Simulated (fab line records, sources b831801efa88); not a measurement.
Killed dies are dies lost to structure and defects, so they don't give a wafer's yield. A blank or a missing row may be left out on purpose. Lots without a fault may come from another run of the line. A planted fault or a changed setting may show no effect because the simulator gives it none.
Split-lot experiment | flow sfq_line | 5 lots, 23 wafers read, on a route of 325 steps

THE SPLIT
At SFQ_TRILAYER_M0_DEP_SPUTTER_019 (material Nb, target thk 200 nm, time 133.3 s), the setting time_s was moved away from the recipe's 133.3 s on 8 of the 23 wafers read, by -8.3% to +13.0%. The other wafers ran this setting at the recipe's value.

FROM THE SPLIT TO THE READING: what the file shows between them, 2 steps
- SFQ_M0_RS_MEAS_904: measures by four-point-probe
- SFQ_TRILAYER_M0_BARC_OPEN_METAL_ETCH_031: etches BARC in O2, target depth 125 nm, time 41.7 s (also split here: time_s)

THE READING
oes_product_au, in a.u., at SFQ_TRILAYER_M0_ETCH_METAL_ETCH_024 (etches Nb in Cl2/Ar, stops on SiO2, target depth 240 nm, time 120 s). Fault-free wafers of this fab line usually give 0.892 a.u., standard deviation 0.0055 a.u..

wafer  | tool, chamber at the split | time_s as run, s | against the recipe | oes_product_au, a.u. | against lot-mates on the recipe
L075.2 | pvd_sputter-05, -          | 133.3            | recipe             | 0.889                | -
L075.3 | pvd_sputter-05, -          | 150.6            | +13.0%             | 0.962                | +0.069
L075.4 | pvd_sputter-05, -          | 150.6            | +13.0%             | 0.963                | +0.070
L075.5 | pvd_sputter-05, -          | 150.6            | +13.0%             | 0.959                | +0.066
L075.6 | pvd_sputter-05, -          | 133.3            | recipe             | 0.896                | -
L076.1 | pvd_sputter-06, -          | 133.3            | recipe             | 0.882                | -
L076.2 | pvd_sputter-06, -          | 133.3            | recipe             | 0.884                | -
L076.3 | pvd_sputter-06, -          | 133.3            | recipe             | 0.884                | -
L076.4 | pvd_sputter-06, -          | 133.3            | recipe             | 0.892                | -
L076.5 | pvd_sputter-06, -          | 133.3            | recipe             | 0.886                | -
L080.1 | pvd_sputter-03, -          | 122.3            | -8.3%              | 0.852                | -0.043
L080.2 | pvd_sputter-03, -          | 122.3            | -8.3%              | 0.852                | -0.043
L080.3 | pvd_sputter-03, -          | 133.3            | recipe             | 0.896                | -
L080.4 | pvd_sputter-03, -          | 133.3            | recipe             | 0.895                | -
L080.5 | pvd_sputter-03, -          | 122.3            | -8.3%              | 0.857                | -0.038
L082.1 | pvd_sputter-03, -          | 139.7            | +4.8%              | 0.921                | +0.027
L082.3 | pvd_sputter-03, -          | 139.7            | +4.8%              | 0.912                | +0.018
L082.4 | pvd_sputter-03, -          | 133.3            | recipe             | 0.898                | -
L082.5 | pvd_sputter-03, -          | 133.3            | recipe             | 0.890                | -
L082.6 | pvd_sputter-03, -          | 133.3            | recipe             | 0.895                | -
L085.1 | pvd_sputter-03, -          | 133.3            | recipe             | 0.895                | -
L085.2 | pvd_sputter-03, -          | 133.3            | recipe             | 0.902                | -
L085.6 | pvd_sputter-03, -          | 133.3            | recipe             | 0.897                | -

THE FIT
A straight line over all 23 wafers: oes_product_au changes by +0.00511 a.u. for each +1% of time_s; r = +0.98; the points scatter about the line by 0.0054 a.u..
The same after taking each lot's own level away (the mean of its wafers on the recipe; 23 wafers): +0.0052 a.u. for each +1%; r = +0.99; scatter 0.0033 a.u..
On that fit, the largest move of time_s shifts the reading by 0.067 a.u..
The lots' own levels span 0.8856 to 0.8980 a.u., that is 2.3 times the standard deviation above.
So the lot-to-lot level changes the slope little: the two slopes agree.
Check: with one of the wafers moved furthest among these (+13.0%) left out of the fit, the line predicts +0.0669 a.u. for it against its lot-mates. It came out at +0.0695 a.u. against them.

OTHER SPLITS ON THESE WAFERS
These wafers also went through other splits before the reading. Each is held against what the fit with the lots' levels taken away leaves over:
other split on the same wafers                   | wafers away from the commonest value | r with oes_product_au (lot level and that fit taken away)
SFQ_TRILAYER_L0_LITHO_COAT_010 spin_rpm          | 4                                    | +0.14
SFQ_TRILAYER_L0_LITHO_PEB_008 peb_temp_c         | 11                                   | -0.02
SFQ_TRILAYER_L0_VIA_LITHO_COAT_018 resist_thk_nm | 7                                    | +0.24
SFQ_TRILAYER_M0_BARC_OPEN_METAL_ETCH_031 time_s  | 7                                    | +0.15

THE WHOLE CHAIN: every reading that the file lists as answering this split, in the file's order
step                                | what it does                                                        | reading                                                                                   | change (the file's fit)                   | r (the file's)
SFQ_TRILAYER_M0_DEP_SPUTTER_019     | material Nb, target thk 200 nm, time 133.3 s                        | Nb_of_TRILAYER_M0_DEP_SPUTTER_019.thk_nm (the simulator's own value, which no gauge read) | +2.02 nm for each +1% of the setting      | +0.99
SFQ_M0_RS_MEAS_904                  | measures by four-point-probe                                        | M0_NB_RS                                                                                  | -0.00849 for each +1% of the setting      | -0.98
SFQ_TRILAYER_M0_ETCH_METAL_ETCH_024 | etches Nb in Cl2/Ar, stops on SiO2, target depth 240 nm, time 120 s | oes_product_au                                                                            | +0.00518 a.u. for each +1% of the setting | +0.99

THE FILE'S OWN FIT
oes_product_au changes by +0.00518 a.u. for each +1% of time_s, r = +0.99.
